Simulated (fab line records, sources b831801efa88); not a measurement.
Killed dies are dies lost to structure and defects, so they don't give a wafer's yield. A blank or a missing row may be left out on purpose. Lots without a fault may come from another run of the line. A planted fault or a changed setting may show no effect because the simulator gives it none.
fab line records | flow sky130
record lots=9 wafers=27 last_day=49
route steps=708 shown VIA2@519 METAL3@535 CAPM@539 PAD_OPEN@708
lots that met no fault: from a run of the same line without faults
start_h: hours from the record's first day to the start of the lot's first wafer shown | wait_h: hours since the lot's step before | " the same as in the row above | L1.1+2: a row that stands for several wafers | - no value, or no start given | * or withheld: withheld | < > ~ a bound
route shown NAME@n: a module of which the file shows steps, and the number in the route of the first | usual: mean/standard deviation of fault-free wafers | same: alike in all rows | chamber/n: place in a boat | sites: the reading at each site | _std_site: their standard deviation | _edge_site: outer sites' mean less inner sites' | radius_mm: how far each site lies from the wafer's centre | mask NAME#n: copy n | behind: the tool/chamber that last shaped the wafer | hold: why the lot was held/for how many hours/how that ended | device: the transistor (n, p or np) that didn't switch | end of line: the same wafers' tests at the end of the route | a step without rows: its recipe alone | killed: dies lost to structure and defects at the first sort, not the wafer's yield | map: a wafer's dies, x killed, . not, _ none there
set.NAME: the setting as run; set.NAME@STEP: as run at that earlier step | model.NAME: the simulator's own value behind a step, which no gauge read
steps of the route over a sample of lots; a table a step, a row a wafer
services: from which hour (start_h, from the record's first day; less than 0 if before it) a tool's chamber was out of use, for how many hours, and why
## steps
# step SKY_VIA2_CD_MEAS_12
# recipe target_cd_nm=200
# usual cd_nm=200.1/1.5
# columns lot.wafer tool chamber start_h wait_h cd_nm
L351.1 cd_sem-01 - 848.77 - 202.4
L351.3 " - " " 200.1
L351.5 " - " " 202.9
L354.4 cd_sem-01 - 867.09 - 199.9
L354.5 " - " " 200.4
L354.6 " - " " 201.4
L358.1 cd_sem-02 - 917.28 - 198.1
L358.5 " - " " 199.3
L358.6 " - " " 196.5
L361.3 cd_sem-01 - 923.31 - 199.3
L361.4 " - " " 199.0
L361.6 " - " " 198.7
L363.2 cd_sem-01 - 935.73 - 196.8
L363.5 " - " " 196.5
L363.6 " - " " 197.9
L364.2 cd_sem-01 - 943.94 - 198.8
L364.4 " - " " 198.6
L364.6 " - " " 198.5
L365.2 cd_sem-02 - 951.39 - 199.9
L365.4 " - " " 199.9
L365.5 " - " " 199.9
L369.1 cd_sem-02 - 978.32 - 203.5
L369.2 " - " " 202.6
L369.4 " - " " 202.7
L371.2 cd_sem-02 - 986.24 - 200.4
L371.3 " - " " 199.3
L371.5 " - " " 200.4
# step SKY_VIA2_CMP_24
# recipe stop_on=SiO2 t_overpolish_s=20 down_force_psi=3.5 platen_rpm=60 target_thk_nm=0 pad_velocity_m_s=0.94248
# usual motor_current_A=11.4/1.7 overpolish_run_s=19.999/0.0092 slurry_filter_dp_kPa=13.49/0.14 time_to_endpoint_s=103/4.8
# columns lot.wafer tool chamber start_h wait_h motor_current_A overpolish_run_s slurry_filter_dp_kPa time_to_endpoint_s
L351.1 cmp-02 1 850.54 0.1 11.7 19.998 13.67 102
L351.3 " 3 " " 10.0 20.004 13.37 105
L351.5 " 2 " " 10.5 19.988 13.51 102
L354.4 cmp-02 0 868.41 0.2 15.1 19.976 13.60 103
L354.5 " 1 " " 10.8 20.001 13.30 110
L354.6 " 2 " " 10.6 20.013 13.41 105
L358.1 cmp-01 0 918.55 0.1 10.9 19.989 13.48 98
L358.5 " 0 " " 11.6 19.999 13.35 98
L358.6 " 1 " " 11.9 20.002 13.62 94
L361.4 cmp-02 2 924.65 0.1 10.0 20.003 13.55 99
L361.3 " 3 " " 9.6 20.008 13.57 107
L361.6 " 1 " " 11.7 19.998 13.64 106
L363.2 cmp-02 1 937.11 0.1 11.1 20.001 13.55 106
L363.5 " 3 " " 9.5 19.995 13.33 106
L363.6 " 0 " " 14.2 20.018 13.47 105
L364.4 cmp-01 1 945.33 0.2 11.4 19.988 13.46 93
L364.2 " 3 " " 10.4 19.996 13.46 106
L364.6 " 1 " " 11.6 20.006 13.51 92
L365.2 cmp-01 0 952.64 0.0 11.4 20.006 13.57 96
L365.4 " 1 " " 11.6 20.002 13.56 99
L365.5 " 1 " " 11.8 19.997 13.66 99
L369.1 cmp-02 3 979.55 0.1 10.2 19.994 13.61 109
L369.4 " 1 " " 11.1 19.996 13.50 107
L369.2 " 2 " " 10.8 20.001 13.65 102
L371.3 cmp-02 2 987.50 0.0 10.6 20.017 13.63 107
L371.2 " 1 " " 10.5 19.995 13.67 108
L371.5 " 2 " " 10.5 19.992 13.29 110
# step SKY_METAL3_SPUTTER_03
# recipe material=Ti target_thk_nm=5 power_w=3000 time_s=3.3 chamber_pressure_pa=0.41
# usual cathode_dc_power_W=3000.0/0.56 throttle_valve_pct=29.9/1
# columns lot.wafer tool chamber start_h wait_h cathode_dc_power_W throttle_valve_pct
L351.1 pvd_sputter-02 - 850.92 0.0 3000.3 28.9
L351.3 " - " " 3000.3 29.0
L351.5 " - " " 3000.6 29.2
L354.4 pvd_sputter-01 - 868.65 0.0 3000.5 29.0
L354.5 " - " " 2999.5 30.8
L354.6 " - " " 2999.2 29.8
L358.1 pvd_sputter-02 - 918.94 0.0 3001.4 29.7
L358.5 " - " " 2999.6 29.0
L358.6 " - " " 2999.5 29.4
L361.3 pvd_sputter-02 - 924.98 0.0 2999.6 29.2
L361.4 " - " " 3000.2 29.5
L361.6 " - " " 3000.2 29.3
L363.2 pvd_sputter-02 - 937.39 0.0 3000.3 29.4
L363.5 " - " " 2999.9 29.0
L363.6 " - " " 2999.0 29.2
L364.2 pvd_sputter-01 - 945.67 0.0 3000.4 29.7
L364.4 " - " " 2999.7 28.8
L364.6 " - " " 2999.8 28.9
L365.2 pvd_sputter-01 - 953.03 0.0 2999.3 31.1
L365.4 " - " " 2999.8 30.5
L365.5 " - " " 3000.2 29.3
L369.1 pvd_sputter-01 - 979.93 0.0 2999.9 31.3
L369.2 " - " " 2999.6 28.8
L369.4 " - " " 2999.4 31.2
L371.2 pvd_sputter-03 - 987.89 0.0 3000.2 31.1
L371.3 " - " " 3000.0 27.6
L371.5 " - " " 2999.6 30.5
# step SKY_CAPM_SPUTTER_02
# recipe material=TiN target_thk_nm=200 temp_c=300 power_w=6500 time_s=166.7 chamber_pressure_pa=0.4
# usual cathode_dc_power_W=6500.1/1.3 throttle_valve_pct=29.9/0.87
# columns lot.wafer tool chamber start_h wait_h cathode_dc_power_W throttle_valve_pct
L351.1 pvd_sputter-04 - 851.07 0.1 6500.4 29.0
L351.3 " - " " 6499.4 31.3
L351.5 " - " " 6499.5 29.7
L354.4 pvd_sputter-04 - 868.80 0.0 6498.3 31.2
L354.5 " - " " 6499.6 30.5
L354.6 " - " " 6502.1 31.3
L358.1 pvd_sputter-04 - 919.09 0.1 6499.1 30.6
L358.5 " - " " 6499.0 30.5
L358.6 " - " " 6499.5 29.8
L361.3 pvd_sputter-04 - 925.13 0.0 6499.7 28.7
L361.4 " - " " 6502.2 29.7
L361.6 " - " " 6500.8 30.5
L363.2 pvd_sputter-01 - 937.59 0.0 6501.6 29.9
L363.5 " - " " 6500.9 30.1
L363.6 " - " " 6500.4 31.2
L364.2 pvd_sputter-04 - 945.82 0.0 6498.7 28.8
L364.4 " - " " 6502.5 30.4
L364.6 " - " " 6499.8 31.5
L365.2 pvd_sputter-04 - 953.19 0.0 6503.5 30.4
L365.4 " - " " 6499.9 31.3
L365.5 " - " " 6501.6 28.8
L369.1 pvd_sputter-02 - 980.08 0.1 6499.9 29.7
L369.2 " - " " 6500.0 29.4
L369.4 " - " " 6502.3 29.9
L371.2 pvd_sputter-02 - 988.04 0.0 6498.9 29.2
L371.3 " - " " 6498.6 29.4
L371.5 " - " " 6501.2 29.0
# step SKY_CAPM_RS_MEAS_03
# recipe thk_meas_gauge=four-point-probe reads=TiN_of_CAPM_SPUTTER_02
# usual CAPM_TIN_RS=6.92/0.073
# columns lot.wafer tool chamber start_h wait_h hold CAPM_TIN_RS[ohm/sq]
L351.1 film_metro-02 - 851.18 0.1 - 7.04
L351.3 " - " " - 6.97
L351.5 " - " " - 6.95
L354.4 film_metro-02 - 868.96 0.1 - 6.92
L354.5 " - " " - 6.88
L354.6 " - " " - 6.95
L358.1 film_metro-04 - 919.20 0.1 await_dispo/0.2h/release 8.13
L358.5 " - " " await_dispo/0.2h/release 8.08
L358.6 " - " " await_dispo/0.2h/release 8.10
L358.1 film_metro-04 - 919.49 0.3 - 8.14
L358.5 " - " " - 8.09
L358.6 " - " " - 8.11
L361.3 film_metro-04 - 925.28 0.1 await_dispo/0.2h/release 8.16
L361.4 " - " " await_dispo/0.2h/release 8.18
L361.6 " - " " await_dispo/0.2h/release 8.14
L361.3 film_metro-04 - 925.57 0.3 - 8.16
L361.4 " - " " - 8.18
L361.6 " - " " - 8.12
L363.2 film_metro-02 - 937.72 0.1 - 6.89
L363.5 " - " " - 6.89
L363.6 " - " " - 6.82
L364.2 film_metro-03 - 945.95 0.1 await_dispo/0.2h/release 8.04
L364.4 " - " " await_dispo/0.2h/release 8.02
L364.6 " - " " await_dispo/0.2h/release 8.06
L364.2 film_metro-03 - 946.24 0.3 - 8.04
L364.4 " - " " - 8.01
L364.6 " - " " - 8.04
L365.2 film_metro-04 - 953.32 0.1 await_dispo/0.2h/release 8.12
L365.4 " - " " await_dispo/0.2h/release 8.15
L365.5 " - " " await_dispo/0.2h/release 8.04
L365.2 film_metro-04 - 953.60 0.3 - 8.11
L365.4 " - " " - 8.14
L365.5 " - " " - 8.03
L369.1 film_metro-02 - 980.19 0.1 - 6.87
L369.2 " - " " - 6.89
L369.4 " - " " - 6.91
L371.2 film_metro-02 - 988.17 0.1 - 7.04
L371.3 " - " " - 6.95
L371.5 " - " " - 7.01
# step SKY_CAPM_THK_MEAS_04
# recipe thk_meas_gauge=xrf reads=TiN_of_CAPM_SPUTTER_02
# usual CAPM_TIN_THK=199.2/2.3
# columns lot.wafer tool chamber start_h wait_h hold CAPM_TIN_THK[nm]
L351.1 film_metro-02 - 851.30 0.1 - 195.2
L351.3 " - " " - 197.6
L351.5 " - " " - 198.6
L354.4 film_metro-02 - 869.05 0.1 - 198.1
L354.5 " - " " - 199.6
L354.6 " - " " - 197.8
L358.1 film_metro-04 - 922.19 2.7 await_dispo/0.2h/release 172.5
L358.5 " - " " await_dispo/0.2h/release 174.9
L358.6 " - " " await_dispo/0.2h/release 173.4
L358.1 film_metro-04 - 922.41 0.2 - 173.5
L358.5 " - " " - 174.5
L358.6 " - " " - 173.4
L361.3 film_metro-04 - 928.01 2.4 await_dispo/0.2h/release 173.4
L361.4 " - " " await_dispo/0.2h/release 172.0
L361.6 " - " " await_dispo/0.2h/release 173.6
L361.3 film_metro-04 - 928.24 0.2 - 173.0
L361.4 " - " " - 171.3
L361.6 " - " " - 172.9
L363.2 film_metro-02 - 937.83 0.1 - 199.7
L363.5 " - " " - 199.7
L363.6 " - " " - 201.8
L364.2 film_metro-03 - 947.92 1.7 await_dispo/0.2h/release 177.6
L364.4 " - " " await_dispo/0.2h/release 178.4
L364.6 " - " " await_dispo/0.2h/release 177.1
L364.2 film_metro-03 - 948.15 0.2 - 177.5
L364.4 " - " " - 177.7
L364.6 " - " " - 177.2
L365.2 film_metro-04 - 959.95 6.3 await_dispo/0.2h/release 174.1
L365.4 " - " " await_dispo/0.2h/release 173.8
L365.5 " - " " await_dispo/0.2h/release 176.1
L365.2 film_metro-04 - 960.18 0.2 - 175.2
L365.4 " - " " - 174.8
L365.5 " - " " - 176.4
L369.1 film_metro-02 - 980.31 0.1 - 203.3
L369.2 " - " " - 202.4
L369.4 " - " " - 202.5
L371.2 film_metro-02 - 988.28 0.1 - 197.3
L371.3 " - " " - 199.1
L371.5 " - " " - 198.3
# step SKY_CAPM_METAL_ETCH_13
# recipe target_depth_nm=220 stop_on=SiO2 chemistry=Cl2/BCl3 target=TiN pressure_mtorr=10 icp_w=900 bias_w=48.5 Cl2_flow_sccm=60 bcl3_flow_sccm=30 time_s=62.9
# usual chamber_pressure_mTorr=10.000/0.0096 drypump_motor_current_A=6.2/0.39 oes_product_au=0.941/0.0075 throttle_valve_pct=21.901/0.0099
# columns lot.wafer tool chamber start_h wait_h chamber_pressure_mTorr drypump_motor_current_A oes_product_au rf_hours_counter_h throttle_valve_pct
L351.1 rie_metal-03 1 875.91 0.0 10.016 6.1 0.935 15 21.901
L351.3 " 0 " " 9.997 5.9 0.944 - 21.901
L351.5 " 0 " " 9.997 5.8 0.933 - 21.897
L354.4 rie_metal-03 0 893.68 0.0 9.999 5.8 0.943 - 21.891
L354.5 " 1 " " 10.015 6.1 0.937 - 21.896
L354.6 " 0 " " 9.994 5.8 0.934 - 21.895
L358.1 rie_metal-02 0 943.66 0.0 10.004 6.2 0.866 6 21.936
L358.5 " 1 " " 9.993 6.7 0.869 - 21.954
L358.6 " 0 " " 9.994 6.2 0.866 - 21.942
L361.3 rie_metal-01 1 949.28 0.0 10.023 6.4 0.868 - 21.944
L361.4 " 0 " " 10.015 5.5 0.869 - 21.948
L361.6 " 1 " " 10.002 6.4 0.874 - 21.941
L363.2 rie_metal-03 1 961.70 0.0 9.993 6.1 0.936 19 21.905
L363.5 " 0 " " 9.995 5.9 0.937 - 21.886
L363.6 " 1 " " 9.997 6.1 0.948 - 21.889
L364.2 rie_metal-02 1 970.11 0.0 10.005 6.7 0.881 16 21.963
L364.4 " 1 " " 10.002 6.7 0.873 - 21.951
L364.6 " 0 " " 9.993 6.2 0.873 - 21.932
L365.2 rie_metal-01 0 977.05 0.0 9.997 5.4 0.876 3 21.962
L365.4 " 1 " " 10.014 6.4 0.868 - 21.961
L365.5 " 1 " " 9.985 6.4 0.871 - 21.942
L369.1 rie_metal-03 0 1003.40 0.0 9.994 5.8 0.940 10 21.903
L369.2 " 0 " " 10.013 5.9 0.941 - 21.908
L369.4 " 0 " " 9.993 5.9 0.949 - 21.913
L371.2 rie_metal-02 1 1011.40 0.0 9.980 6.6 0.934 19 21.897
L371.3 " 0 " " 9.982 6.2 0.940 - 21.903
L371.5 " 1 " " 9.999 6.7 0.937 - 21.908
# step SKY_PAD_OPEN_PROBE_99
# usual defect_limited_yield=82.4/2 killed_at_M0_to_M3=44/7.1 killed_at_M4_up=3/1.6 killed_at_contacts=24/5.4 killed_at_front_end=15/4.7 killed_at_other=0.3/0.51 killed_dies=87/9.9 killed_open=48/7.6 killed_short=39/6.3 sort_bin_3_pad_short=0.9/0.39 sort_bin_5_function=10.5/1.6 sort_bin_6_memory=6.3/1.1 sort_n_pass=405/9.9 sort_yield_pct=82.4/2
# same gross_dies=492 killed_at_back_side=0 sort_bin_4_leakage[%]=0 sort_bin_8_speed[%]=0
# columns lot.wafer tool chamber start_h wait_h defect_limited_yield[%] killed_at_M0_to_M3 killed_at_M4_up killed_at_contacts killed_at_front_end killed_at_other killed_dies killed_open killed_short sort_bin_3_pad_short[%] sort_bin_5_function[%] sort_bin_6_memory[%] sort_n_pass sort_yield_pct[%]
L351.1 prober-02 - 1075.14 0.1 85.4 43 0 15 14 0 72 44 28 0.6 8.7 5.3 420 85.4
L351.3 prober-02 - 1075.24 0.2 82.3 43 2 28 14 0 87 48 39 0.4 10.6 6.7 405 82.3
L351.5 prober-02 - 1075.34 0.2 77.8 48 3 34 23 1 109 63 46 1.2 11.4 9.6 383 77.8
L354.4 prober-02 - 1090.88 0.2 81.7 40 4 26 20 0 90 45 45 1.2 10.8 6.3 402 81.7
L354.5 prober-02 - 1090.93 0.2 80.3 51 4 27 15 0 97 53 44 1.4 11.0 7.3 395 80.3
L354.6 prober-02 - 1090.98 0.2 80.7 55 1 29 10 0 95 56 39 0.2 12.2 6.9 397 80.7
L358.1 prober-02 - 1132.20 0.1 84.6 44 1 19 12 0 76 51 25 1.6 7.9 5.9 416 84.6
L358.5 prober-02 - 1132.40 0.2 80.9 52 3 30 9 0 94 60 34 1.4 11.2 6.5 398 80.9
L358.6 prober-02 - 1132.45 0.2 81.5 47 3 21 19 1 91 56 35 0.4 12.0 6.1 401 81.5
L361.3 prober-02 - 1136.34 0.2 83.9 44 2 24 9 0 79 40 39 1.4 9.6 5.1 413 83.9
L361.4 prober-02 - 1136.39 0.2 79.3 47 8 25 21 1 102 61 41 1.6 12.4 6.7 390 79.3
L361.6 prober-02 - 1136.49 0.2 84.6 40 5 19 12 0 76 37 39 1.0 8.5 5.9 416 84.6
L363.2 prober-01 - 1143.77 0.1 79.7 46 3 35 16 0 100 64 36 1.2 11.8 7.3 392 79.7
L363.5 prober-01 - 1143.92 0.2 83.3 42 3 20 17 0 82 46 36 0.6 10.6 5.5 410 83.3
L363.6 prober-01 - 1143.97 0.2 83.1 41 3 23 16 0 83 48 35 1.4 10.2 5.3 409 83.1
L364.2 prober-02 - 1153.94 0.1 83.9 43 4 17 15 0 79 34 45 1.0 8.5 6.5 413 83.9
L364.4 prober-02 - 1154.04 0.2 80.1 60 1 16 21 0 98 61 37 1.0 12.2 6.7 394 80.1
L364.6 prober-02 - 1154.14 0.2 83.1 45 2 23 13 0 83 43 40 1.6 9.1 6.1 409 83.1
L365.2 prober-01 - 1156.00 0.1 83.9 36 3 23 17 0 79 50 29 0.6 11.0 4.5 413 83.9
L365.4 prober-01 - 1156.10 0.2 82.7 43 3 18 21 0 85 49 36 1.0 10.0 6.3 407 82.7
L365.5 prober-01 - 1156.15 0.2 82.5 45 4 20 16 1 86 50 36 0.8 11.0 5.7 406 82.5
L369.1 prober-01 - 1175.54 0.1 84.3 42 2 21 12 0 77 38 39 1.6 8.7 5.3 415 84.3
L369.2 prober-01 - 1175.59 0.1 84.1 39 1 27 11 0 78 38 40 1.0 10.0 4.9 414 84.1
L369.4 prober-01 - 1175.69 0.2 82.7 37 2 34 12 0 85 48 37 0.8 10.6 5.9 407 82.7
L371.2 prober-01 - 1180.74 0.1 77.8 51 3 29 26 0 109 57 52 1.4 12.2 8.5 383 77.8
L371.3 prober-01 - 1180.79 0.2 81.7 49 1 26 14 0 90 37 53 1.2 11.8 5.3 402 81.7
L371.5 prober-01 - 1180.89 0.2 81.5 40 3 26 22 0 91 51 40 0.8 12.0 5.7 401 81.5
# killed by level:class
L351.1 VIA1:geometric_particle:open=12 VIA3:geometric_particle:open=7 CONTACT:geometric_particle:open=6 POLY_GATE:geometric_particle:open=5 METAL1:geometric_particle:short=5 VIA2:geometric_particle:open=5 LI_CONTACT:geometric_particle:open=4 METAL3:geometric_particle:short=4
L351.3 CONTACT:geometric_particle:open=11 VIA1:geometric_particle:open=10 VIA3:geometric_particle:open=8 VIA2:geometric_particle:open=6 LI_CONTACT:geometric_particle:open=6 FIELD_ISO:geometric_particle:short=5 CONTACT:geometric_particle:short=5 VIA1:geometric_particle:short=4
L351.5 CONTACT:geometric_particle:open=13 VIA1:geometric_particle:open=13 LI_CONTACT:geometric_particle:open=10 VIA3:geometric_particle:open=9 POLY_GATE:geometric_particle:short=7 LOCAL_INTERCONNECT:geometric_particle:short=6 METAL2:geometric_particle:short=6 POLY_GATE:geometric_particle:open=5
L354.4 VIA1:geometric_particle:open=11 LI_CONTACT:geometric_particle:open=8 METAL2:geometric_particle:short=8 CONTACT:geometric_particle:open=7 VIA1:geometric_particle:short=6 CONTACT:geometric_particle:short=6 FIELD_ISO:geometric_particle:open=5 FIELD_ISO:geometric_particle:short=5
L354.5 CONTACT:geometric_particle:open=10 VIA3:geometric_particle:open=10 VIA1:geometric_particle:short=9 VIA1:geometric_particle:open=8 LI_CONTACT:geometric_particle:open=7 VIA2:geometric_particle:open=6 POLY_GATE:geometric_particle:short=5 FIELD_ISO:geometric_particle:short=4
L354.6 VIA1:geometric_particle:open=16 CONTACT:geometric_particle:open=10 VIA1:geometric_particle:short=9 LI_CONTACT:geometric_particle:open=9 METAL2:geometric_particle:short=6 VIA2:geometric_particle:open=6 VIA3:geometric_particle:open=6 VIA3:geometric_particle:short=5
L358.1 VIA1:geometric_particle:open=12 CONTACT:geometric_particle:open=8 VIA3:geometric_particle:open=6 POLY_GATE:geometric_particle:open=5 VIA1:geometric_particle:short=5 LI_CONTACT:geometric_particle:open=4 CONTACT:geometric_particle:short=4 METAL1:geometric_particle:open=4
L358.5 VIA1:geometric_particle:open=19 CONTACT:geometric_particle:open=15 VIA3:geometric_particle:open=11 METAL2:geometric_particle:short=7 LI_CONTACT:geometric_particle:open=6 LOCAL_INTERCONNECT:geometric_particle:short=4 POLY_GATE:geometric_particle:open=3 VIA1:geometric_particle:short=3
L358.6 VIA1:geometric_particle:open=10 VIA3:geometric_particle:open=10 LI_CONTACT:geometric_particle:open=9 CONTACT:geometric_particle:open=8 VIA2:geometric_particle:open=7 VIA3:geometric_particle:short=6 FIELD_ISO:geometric_particle:short=5 SPACER:geometric_particle:open=5
L361.3 CONTACT:geometric_particle:short=9 VIA3:geometric_particle:open=8 VIA2:geometric_particle:open=7 VIA1:geometric_particle:open=7 METAL1:geometric_particle:short=6 CONTACT:geometric_particle:open=5 METAL3:geometric_particle:short=5 LI_CONTACT:geometric_particle:open=4
L361.4 VIA1:geometric_particle:open=17 CONTACT:geometric_particle:open=12 VIA1:geometric_particle:short=9 VIA2:geometric_particle:open=6 FIELD_ISO:geometric_particle:short=5 FIELD_ISO:geometric_particle:open=5 POLY_GATE:geometric_particle:open=5 LI_CONTACT:geometric_particle:open=5
L361.6 VIA1:geometric_particle:open=8 VIA2:geometric_particle:open=7 VIA3:geometric_particle:open=7 METAL1:geometric_particle:short=6 LOCAL_INTERCONNECT:geometric_particle:short=6 FIELD_ISO:geometric_particle:open=5 VIA1:geometric_particle:short=5 LI_CONTACT:geometric_particle:open=4
L363.2 VIA1:geometric_particle:open=17 CONTACT:geometric_particle:open=13 LI_CONTACT:geometric_particle:open=10 POLY_GATE:geometric_particle:short=7 VIA3:geometric_particle:open=7 POLY_GATE:geometric_particle:open=5 LI_CONTACT:geometric_particle:short=4 VIA2:geometric_particle:open=4
L363.5 VIA1:geometric_particle:open=13 VIA1:geometric_particle:short=8 FIELD_ISO:geometric_particle:short=5 FIELD_ISO:geometric_particle:open=5 LI_CONTACT:geometric_particle:open=5 CONTACT:geometric_particle:open=5 METAL2:geometric_particle:short=5 VIA3:geometric_particle:open=4
L363.6 VIA1:geometric_particle:open=16 CONTACT:geometric_particle:open=7 POLY_GATE:geometric_particle:short=6 LOCAL_INTERCONNECT:geometric_particle:short=6 VIA2:geometric_particle:open=6 LI_CONTACT:geometric_particle:open=5 FIELD_ISO:geometric_particle:open=4 METAL2:geometric_particle:short=4
L364.2 METAL1:geometric_particle:short=12 VIA1:geometric_particle:open=9 CONTACT:geometric_particle:open=8 POLY_GATE:geometric_particle:short=7 VIA3:geometric_particle:open=6 VIA1:geometric_particle:short=5 LOCAL_INTERCONNECT:geometric_particle:short=4 METAL2:geometric_particle:short=4
L364.4 VIA1:geometric_particle:open=14 VIA3:geometric_particle:open=11 METAL2:geometric_particle:short=9 POLY_GATE:geometric_particle:open=7 VIA2:geometric_particle:open=7 CONTACT:geometric_particle:open=6 FIELD_ISO:geometric_particle:open=5 POLY_GATE:geometric_particle:short=4
L364.6 METAL1:geometric_particle:short=10 CONTACT:geometric_particle:open=9 VIA3:geometric_particle:open=8 LI_CONTACT:geometric_particle:open=7 VIA1:geometric_particle:open=7 FIELD_ISO:geometric_particle:short=5 METAL2:geometric_particle:short=5 POLY_GATE:geometric_particle:open=4
L365.2 LI_CONTACT:geometric_particle:open=14 VIA1:geometric_particle:open=8 VIA3:geometric_particle:open=8 FIELD_ISO:geometric_particle:open=5 POLY_GATE:geometric_particle:short=5 METAL1:geometric_particle:short=4 CONTACT:geometric_particle:open=4 VIA2:geometric_particle:open=4
L365.4 VIA2:geometric_particle:open=9 VIA1:geometric_particle:open=7 FIELD_ISO:geometric_particle:short=6 CONTACT:geometric_particle:open=6 VIA3:geometric_particle:short=5 VIA3:geometric_particle:open=5 FIELD_ISO:geometric_particle:open=4 LI_CONTACT:geometric_particle:open=4
L365.5 VIA1:geometric_particle:open=15 CONTACT:geometric_particle:open=9 METAL2:geometric_particle:short=7 LI_CONTACT:geometric_particle:open=6 POLY_GATE:geometric_particle:open=5 VIA2:geometric_particle:open=5 SPACER:geometric_particle:short=4 METAL1:geometric_particle:short=4
L369.1 VIA1:geometric_particle:open=12 CONTACT:geometric_particle:short=8 METAL1:geometric_particle:short=7 CONTACT:geometric_particle:open=6 VIA2:geometric_particle:open=6 FIELD_ISO:geometric_particle:short=4 VIA3:geometric_particle:open=4 METAL2:geometric_particle:short=4
L369.2 VIA1:geometric_particle:open=9 METAL2:geometric_particle:short=8 LI_CONTACT:geometric_particle:open=6 VIA3:geometric_particle:open=6 CONTACT:geometric_particle:open=6 CONTACT:geometric_particle:short=6 VIA2:geometric_particle:open=4 LI_CONTACT:geometric_particle:short=4
L369.4 CONTACT:geometric_particle:open=16 VIA2:geometric_particle:open=8 LI_CONTACT:geometric_particle:open=7 VIA1:geometric_particle:open=7 POLY_GATE:geometric_particle:short=5 VIA1:geometric_particle:short=5 METAL1:geometric_particle:short=5 FIELD_ISO:geometric_particle:short=4
L371.2 VIA1:geometric_particle:open=15 LI_CONTACT:geometric_particle:open=9 LOCAL_INTERCONNECT:geometric_particle:short=8 CONTACT:geometric_particle:open=7 FIELD_ISO:geometric_particle:short=6 VIA1:geometric_particle:short=6 POLY_GATE:geometric_particle:short=5 VIA2:geometric_particle:open=5
L371.3 METAL1:geometric_particle:short=11 VIA1:geometric_particle:open=8 LI_CONTACT:geometric_particle:open=8 CONTACT:geometric_particle:short=6 VIA2:geometric_particle:short=6 METAL2:geometric_particle:short=6 VIA3:geometric_particle:open=6 FIELD_ISO:geometric_particle:short=5
L371.5 CONTACT:geometric_particle:open=9 VIA1:geometric_particle:open=9 VIA2:geometric_particle:open=8 LI_CONTACT:geometric_particle:open=7 POLY_GATE:geometric_particle:open=6 FIELD_ISO:geometric_particle:short=5 VIA2:geometric_particle:short=5 CONTACT:geometric_particle:short=5
## services
# columns tool chamber start_h hours kind
pvd_sputter-02 3 832.59 - consumable_replace:kit
pvd_sputter-02 3 832.59 18.0 scheduled_down
pvd_sputter-02 3 832.59 18.0 vent_cycle
cmp-01 - 839.18 0.9 repair
cmp-01 - 850.44 7.2 pm
pvd_sputter-02 - 853.56 1.4 repair
rie_metal-03 0 860.64 5.8 repair
cmp-02 - 869.08 0.5 repair
pvd_sputter-01 - 878.99 1.3 repair
pvd_sputter-04 - 882.69 7.0 repair
cmp-02 - 885.63 1.4 repair
pvd_sputter-01 - 908.66 1.5 repair
cmp-02 - 912.22 4.0 pm
cmp-02 - 919.57 0.5 repair
pvd_sputter-04 - 941.97 3.6 repair
cmp-02 - 942.08 4.7 pm
pvd_sputter-02 - 942.76 0.7 repair
pvd_sputter-04 - 958.96 1.2 repair
rie_metal-01 - 969.68 0.5 repair
cmp-01 - 972.65 0.3 repair
rie_metal-03 - 973.22 14.6 pm
cmp-01 - 979.39 1.0 repair
cmp-01 - 983.17 1.5 repair
rie_metal-03 1 995.99 189.0 repair
## key
first_sign step=SKY_CAPM_RS_MEAS_03 reading=visit direction=added
effect step=SKY_CAPM_RS_MEAS_03 reading=CAPM_TIN_RS direction=up sigmas=16 usual=6.92 struck=8.10
effect step=SKY_CAPM_THK_MEAS_04 reading=visit direction=added
effect step=SKY_CAPM_THK_MEAS_04 reading=CAPM_TIN_THK direction=down sigmas=11 usual=199.2 struck=174.7
effect step=SKY_CAPM_METAL_ETCH_13 reading=oes_product_au direction=down sigmas=9.4 usual=0.941 struck=0.871
met_at SKY_CAPM_SPUTTER_02
struck_lots L358,L361,L364,L365
not_acting_at SKY_VIA2_CD_MEAS_12,SKY_VIA2_CMP_24,SKY_METAL3_SPUTTER_03
onset_between 868.80 919.09
fault kind=site_profile_drift tool=pvd_sputter-04 chamber=- onset_h=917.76 steps=SKY_CAPM_SPUTTER_02 basis=fraction max_abs_drift=0.26942 slope_share_per_hr=134.71 site_pattern=0,0,0,0,0,-1,-1,-1,-1
